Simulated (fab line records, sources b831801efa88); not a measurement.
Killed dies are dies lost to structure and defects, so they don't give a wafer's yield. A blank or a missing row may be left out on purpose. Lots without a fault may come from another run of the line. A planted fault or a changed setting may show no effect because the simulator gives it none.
Which tool did it? | flow sfq_line | 14 lots, 42 wafers sampled, at 1 step of a route of 325

WHAT THE GAUGES READ, wafer by wafer
The record holds no reading of a measuring or inspecting step that can be judged against a usual standard deviation.

WHICH TOOL RAN EACH LOT (tool, then ch and the chambers of the sampled wafers, then the start)
lot  | SFQ_TRILAYER_M3_BARC_OPEN_METAL_ETCH_100
L826 | rie_metal-04 ch 1, day 26 16:35
L827 | rie_metal-03 ch 0,1, day 27 04:08
L829 | rie_metal-01 ch 0,1, day 33 18:02
L830 | rie_metal-04 ch 0,1, day 34 00:02
L831 | rie_metal-04 ch 0,1, day 34 12:28
L835 | rie_metal-03 ch 0,1, day 37 01:11
L836 | rie_metal-04 ch 0,1, day 37 07:12
L837 | rie_metal-04 ch 0,1, day 37 22:47
L842 | rie_metal-04 ch 0,1, day 39 04:48
L845 | rie_metal-04 ch 0,1, day 40 07:17
L846 | rie_metal-01 ch 0,1, day 40 15:42
L847 | rie_metal-03 ch 0, day 41 00:05
L848 | rie_metal-03 ch 0,1, day 41 03:41
L849 | rie_metal-03 ch 1, day 41 06:05
- SFQ_TRILAYER_M3_BARC_OPEN_METAL_ETCH_100: etches BARC in O2, target depth 125 nm, time 41.7 s.

WHAT THE TOOLS THEMSELVES READ (means of the sampled wafers that have a number; where no wafer has one, the mark that the record gives instead)
SFQ_TRILAYER_M3_BARC_OPEN_METAL_ETCH_100.
lot  | tool         | drypump_motor_current_A (A) | oes_product_au (a.u.) | run_length_s (s)
L826 | rie_metal-04 | 5.5                         | 0.687                 | 70.1
L827 | rie_metal-03 | 5.1                         | 0.683                 | 69.6
L829 | rie_metal-01 | 5.3                         | 0.684                 | 69.6
L830 | rie_metal-04 | 5.4                         | 0.689                 | 69.8
L831 | rie_metal-04 | 5.3                         | 0.685                 | 69.8
L835 | rie_metal-03 | 5.5                         | 0.686                 | 69.3
L836 | rie_metal-04 | 5.1                         | 0.684                 | 69.7
L837 | rie_metal-04 | 5.3                         | 0.688                 | 70.0
L842 | rie_metal-04 | 5.3                         | 0.740                 | 65.6
L845 | rie_metal-04 | 5.3                         | 0.741                 | 65.8
L846 | rie_metal-01 | 5.5                         | 0.684                 | 69.4
L847 | rie_metal-03 | 4.8                         | 0.679                 | 69.6
L848 | rie_metal-03 | 5.1                         | 0.691                 | 69.5
L849 | rie_metal-03 | 5.8                         | 0.683                 | 69.3

THE ANSWER, worked out from the rows above alone
Rule: what is usual is taken from the lots themselves. Put in order of their means at a reading, lots are off if they are a third of the lots or fewer, leave a main group of 4 or more, and stand apart from it by a gap of 3 or more times the standard deviation of the main group's means; of several such gaps the widest counts. A main group whose means are all the same, to the digits that the tables above print for the reading, isn't used. A lot without any number at a reading at which 4 lots or more have one is off too. The other lots that the step has rows for count as sound. The gauges are gone through in route order, then the tools' own readings, and for those a lot's mean is taken as printed above. The first step at which some lot is off is used, and at that step the reading that is off furthest; a lot without a number counts as furthest.
Off: L842, L845, at SFQ_TRILAYER_M3_BARC_OPEN_METAL_ETCH_100 (oes_product_au). The main group: mean 0.685 a.u., standard deviation 0.0031.
A tool fits if, at that step or a process step before it, it ran every lot that is off, and no sound lot after the first of them. One fits: rie_metal-04 at SFQ_TRILAYER_M3_BARC_OPEN_METAL_ETCH_100. Its last sound lot is L837 (day 37 22:47), its first lot that is off L842 (day 39 04:48): a fault that began between those two fits.
The tool's own readings at SFQ_TRILAYER_M3_BARC_OPEN_METAL_ETCH_100 bear it out: on the lots that are off they differ by more than 5 times the standard deviation of the sound lots' means. oes_product_au reads 0.740 a.u. there against 0.685 a.u. on the sound lots; run_length_s reads 65.7 s there against 69.6 s on the sound lots.

WHAT THE SIMULATOR HAD PUT IN
Process parameter drift: rie_metal-04, from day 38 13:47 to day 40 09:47, at SFQ_TRILAYER_M3_BARC_OPEN_METAL_ETCH_100. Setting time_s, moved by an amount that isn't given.
Lots struck among those shown: L842, L845. The rule above found the same.
